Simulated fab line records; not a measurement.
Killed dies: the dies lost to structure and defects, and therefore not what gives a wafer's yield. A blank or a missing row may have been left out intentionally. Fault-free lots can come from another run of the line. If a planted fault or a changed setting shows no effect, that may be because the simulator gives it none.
Which of the tools did it? -- flow sky130 -- Sampling: 24 lots, 72 wafers, 5 of 708 route steps

WHAT THE GAUGES SHOWED, per wafer
SKY_POLY_GATE_OVL_MEAS_14. Usual: POLY_GATE_OVL gives -3 nm (standard deviation 6).
lot,measured,on,POLY_GATE_OVL (nm),flag
L074,day 16 07:58,overlay-01,-9 -5 -12,
L075,day 16 22:59,overlay-02,-1 -6 -10,
L076,day 17 10:41,overlay-01,-1 -3 -2,
L077,day 18 00:01,overlay-01,-15 -10 -10,
L078,day 18 02:56,overlay-01,-3 4 -4,
L079,day 18 13:37,overlay-01,-4 4 -5,
L080,day 19 00:17,overlay-02,0 -4 -2,
L082,day 19 11:21,overlay-02,0 4 0,
L081,day 19 12:02,overlay-01,3 -5 -4,
L083,day 20 02:11,overlay-01,7 1 -4,
L084,day 20 10:42,overlay-02,-7 -12 -5,
L085,day 20 14:32,overlay-01,-6 -5 -6,
L086,day 21 01:17,overlay-02,-2 -2 -7,
L087,day 21 09:49,overlay-01,-8 -7 -5,
L088,day 21 18:48,overlay-02,-3 -1 -2,
L089,day 22 04:23,overlay-01,-6 -3 1,
L090,day 22 08:34,overlay-02,6 0 9,
L091,day 22 20:29,overlay-02,-18 -13 -13,
L092,day 23 08:47,overlay-02,-3 -2 0,
L093,day 23 10:24,overlay-02,6 3 -5,
L094,day 23 15:37,overlay-02,5 11 7,
L095,day 24 09:33,overlay-01,-2 -3 -2,
L096,day 24 21:17,overlay-02,-6 -5 -10,
L097,day 25 06:45,overlay-02,-7 -7 -6,

SKY_VIA3_OVL_MEAS_13. Usual: VIA3_OVL gives -1 nm (standard deviation 6.7).
lot,measured,on,VIA3_OVL (nm),flag
L074,day 39 16:14,overlay-02,-10 -6 -8,
L075,day 40 08:50,overlay-02,-2 2 -6,
L076,day 40 12:08,overlay-02,-10 -6 -8,
L077,day 41 00:41,overlay-02,-4 2 2,
L078,day 41 08:29,overlay-02,11 7 5,
L079,day 41 12:38,overlay-01,-5 0 1,
L080,day 41 20:32,overlay-01,-7 1 -9,
L082,day 42 05:53,overlay-01,-7 2 -5,
L081,day 42 07:05,overlay-01,-12 -6 -11,
L083,day 42 17:23,overlay-02,8 7 10,
L084,day 43 01:15,overlay-01,-2 -2 -7,
L085,day 43 02:20,overlay-01,4 4 0,
L086,day 43 12:11,overlay-02,7 2 6,
L087,day 43 17:20,overlay-01,-8 -10 -10,
L088,day 44 02:03,overlay-02,6 18 7,
L089,day 44 10:56,overlay-02,11 9 6,
L090,day 44 13:11,overlay-01,-9 -5 -6,
L091,day 44 20:38,overlay-01,-3 -1 -2,
L092,day 45 02:17,overlay-01,-8 -11 -2,
L093,day 45 05:29,overlay-01,6 2 2,
L094,day 45 06:59,overlay-01,1 -9 -1,
L095,day 45 21:02,overlay-02,-4 7 -3,
L096,day 46 04:50,overlay-01,-8 -5 -9,
L097,day 46 14:35,overlay-01,3 5 -2,

SKY_VIA3_RS_MEAS_22: measurement is done with a four-point probe. Usual: VIA3_W_RS gives 0.2923 ohm/sq (standard deviation 0.0025).
lot,measured,on,VIA3_W_RS (ohm/sq),flag
L074,day 39 17:12,film_metro-02,0.2976 0.2949 0.2913,
L075,day 40 09:46,film_metro-03,0.2903 0.2914 0.2914,
L076,day 40 13:03,film_metro-02,0.2988 0.2911 0.2979,
L077,day 41 01:37,film_metro-02,0.2939 0.2932 0.2935,
L078,day 41 09:23,film_metro-01,0.2918 0.2930 0.2912,
L079,day 41 13:37,film_metro-02,0.2949 0.2915 0.2914,
L080,day 41 21:27,film_metro-01,0.2935 0.2890 0.2938,
L082,day 42 06:50,film_metro-03,0.2954 0.2928 0.2953,
L081,day 42 08:02,film_metro-02,0.2944 0.2933 0.2933,
L083,day 42 18:17,film_metro-03,0.2945 0.2963 0.2918,
L084,day 43 02:11,film_metro-02,0.2957 0.2944 0.2958,
L085,day 43 03:17,film_metro-02,0.2923 0.2939 0.2911,
L086,day 43 13:05,film_metro-03,0.2916 0.2881 0.2891,
L087,day 43 18:16,film_metro-03,0.2927 0.2932 0.2911,
L088,day 44 02:59,film_metro-02,0.2909 0.2924 0.2899,
L089,day 44 11:53,film_metro-01,0.2904 0.2935 0.2926,
L090,day 44 14:10,film_metro-03,0.2946 0.2922 0.2922,
L091,day 44 21:34,film_metro-03,0.2886 0.2895 0.2878,
L092,day 45 03:32,film_metro-01,0.2940 0.2903 0.2889,
L093,day 45 06:29,film_metro-02,0.2926 0.2891 0.2906,
L094,day 45 07:58,film_metro-01,0.2973 0.2930 0.2968,
L095,day 45 22:07,film_metro-02,0.2903 0.2884 0.2929,
L096,day 46 05:44,film_metro-01,0.2907 0.2902 0.2895,
L097,day 46 15:29,film_metro-02,0.2879 0.2926 0.2904,

WHICH TOOL RAN EACH LOT (tool, then ch and the chambers of the sampled wafers, then the start)
lot,SKY_LI_CONTACT_ETCH_15,SKY_VIA2_CVD_21
L074,"rie_diel-03 ch 1,2,3, day 29 04:45","cvd_w-01 ch 1, day 36 08:03"
L075,"rie_diel-03 ch 0,1,3, day 29 21:48","cvd_w-02 ch 0,1, day 37 02:22"
L076,"rie_diel-04 ch 0,2, day 30 04:30","cvd_w-01 ch 0,1, day 37 06:08"
L077,"rie_diel-01 ch 0,2,3, day 30 20:29","cvd_w-02 ch 0,1, day 37 19:40"
L078,"rie_diel-01 ch 1,2, day 30 23:21","cvd_w-02 ch 0,1, day 38 01:48"
L079,"rie_diel-04 ch 1,2,3, day 31 07:09","cvd_w-02 ch 0,1, day 38 07:17"
L080,"rie_diel-03 ch 1,3, day 31 13:53","cvd_w-02 ch 0,1, day 38 14:23"
L082,"rie_diel-01 ch 1,2,3, day 32 01:33","cvd_w-02 ch 0,1, day 39 01:36"
L081,"rie_diel-03 ch 0,1,2, day 32 03:45","cvd_w-02 ch 0,1, day 39 02:47"
L083,"rie_diel-01 ch 2,3, day 32 14:41","cvd_w-02 ch 0,1, day 39 13:02"
L084,"rie_diel-03 ch 0,1,3, day 32 23:33","cvd_w-01 ch 0,1, day 39 22:13"
L085,"rie_diel-04 ch 1,3, day 33 00:57","cvd_w-02 ch 1, day 39 23:11"
L086,"rie_diel-04 ch 1,2,3, day 33 11:39","cvd_w-02 ch 0,1, day 40 09:27"
L087,"rie_diel-03 ch 0,3, day 33 17:54","cvd_w-01 ch 0,1, day 40 14:59"
L088,"rie_diel-04 ch 0,1, day 34 03:03","cvd_w-01 ch 0,1, day 40 23:41"
L089,"rie_diel-01 ch 0,2,3, day 34 14:03","cvd_w-02 ch 0,1, day 41 09:32"
L090,"rie_diel-01 ch 1,2, day 34 16:14","cvd_w-01 ch 0,1, day 41 12:08"
L091,"rie_diel-04 ch 0,1, day 35 00:20","cvd_w-02 ch 0,1, day 41 19:45"
L092,"rie_diel-01 ch 2,3, day 35 10:21","cvd_w-01 ch 0,1, day 42 03:29"
L093,"rie_diel-03 ch 0,2, day 35 13:30","cvd_w-01 ch 0,1, day 42 05:58"
L094,"rie_diel-01 ch 0,2,3, day 35 16:06","cvd_w-01 ch 0,1, day 42 07:48"
L095,"rie_diel-03 ch 0,1,3, day 36 11:30","cvd_w-01 ch 0,1, day 43 00:52"
L096,"rie_diel-01 ch 0,1,3, day 36 17:14","cvd_w-01 ch 0,1, day 43 07:10"
L097,"rie_diel-04 ch 0,1,3, day 37 05:45","cvd_w-02 ch 1, day 43 18:17"
- SKY_LI_CONTACT_ETCH_15: etches PSG in C4F8/O2/Ar, stops on Si, target depth 600 nm.
- SKY_VIA2_CVD_21: deposits W, target thk 420 nm, time 126.4 s.

WHAT THE TOOLS THEMSELVES READ (means of the sampled wafers that have a number; where no wafer has one, the mark that the record gives instead)
SKY_LI_CONTACT_ETCH_15. Usual: chamber_pressure_mTorr 40.00 mTorr, standard deviation 0.033; oes_product_au 0.838 a.u., standard deviation 0.0046.
lot,tool,chamber_pressure_mTorr (mTorr),oes_product_au (a.u.),flag
L074,rie_diel-03,40.01,0.840,
L075,rie_diel-03,40.00,0.840,
L076,rie_diel-04,40.01,0.834,
L077,rie_diel-01,40.01,0.833,
L078,rie_diel-01,39.99,0.838,
L079,rie_diel-04,40.02,0.838,
L080,rie_diel-03,39.99,0.839,
L082,rie_diel-01,40.01,0.839,
L081,rie_diel-03,39.97,0.838,
L083,rie_diel-01,39.98,0.835,
L084,rie_diel-03,39.97,0.839,
L085,rie_diel-04,40.00,0.844,
L086,rie_diel-04,40.01,0.841,
L087,rie_diel-03,40.02,0.839,
L088,rie_diel-04,40.02,0.837,
L089,rie_diel-01,40.01,0.837,
L090,rie_diel-01,40.00,0.837,
L091,rie_diel-04,39.96,0.844,
L092,rie_diel-01,39.98,0.836,
L093,rie_diel-03,40.00,0.834,
L094,rie_diel-01,39.94,0.836,
L095,rie_diel-03,39.99,0.832,
L096,rie_diel-01,40.01,0.839,
L097,rie_diel-04,40.00,0.837,

SKY_VIA2_CVD_21. Usual: heater_power_w 778 W, standard deviation 56; susceptor_temp_C 399.98 C, standard deviation 0.25.
lot,tool,heater_power_w (W),susceptor_temp_C (C),flag
L074,cvd_w-01,807,400.20,
L075,cvd_w-02,823,400.07,
L076,cvd_w-01,784,400.09,
L077,cvd_w-02,828,399.74,
L078,cvd_w-02,818,399.87,
L079,cvd_w-02,812,399.94,
L080,cvd_w-02,812,399.89,
L082,cvd_w-02,822,399.76,
L081,cvd_w-02,824,400.01,
L083,cvd_w-02,833,400.00,
L084,cvd_w-01,729,400.06,
L085,cvd_w-02,812,399.96,
L086,cvd_w-02,817,400.04,
L087,cvd_w-01,697,400.45,
L088,cvd_w-01,697,400.24,
L089,cvd_w-02,837,399.85,
L090,cvd_w-01,706,399.99,
L091,cvd_w-02,807,400.23,
L092,cvd_w-01,707,399.67,
L093,cvd_w-01,726,400.03,
L094,cvd_w-01,709,399.76,
L095,cvd_w-01,714,399.92,
L096,cvd_w-01,732,400.16,
L097,cvd_w-02,812,400.17,

THE ANSWER, worked out from the rows above alone
Rule: a lot is off if the mean of its wafers that have a number lies more than 3 standard deviations from the usual mean. A lot without any number at a reading at which 4 lots or more have one is off too. Any other lot the step has rows for is counted as sound. First the gauges in route order, then the tools' own readings, where a lot's mean is used as printed above. The first step at which some lot is off is used, and at that step the reading that is off furthest; a lot without a number counts as furthest.
Across all readings shown, no lot is off: no conclusion can be drawn from this.

WHAT HAD BEEN PUT IN BY THE SIMULATOR
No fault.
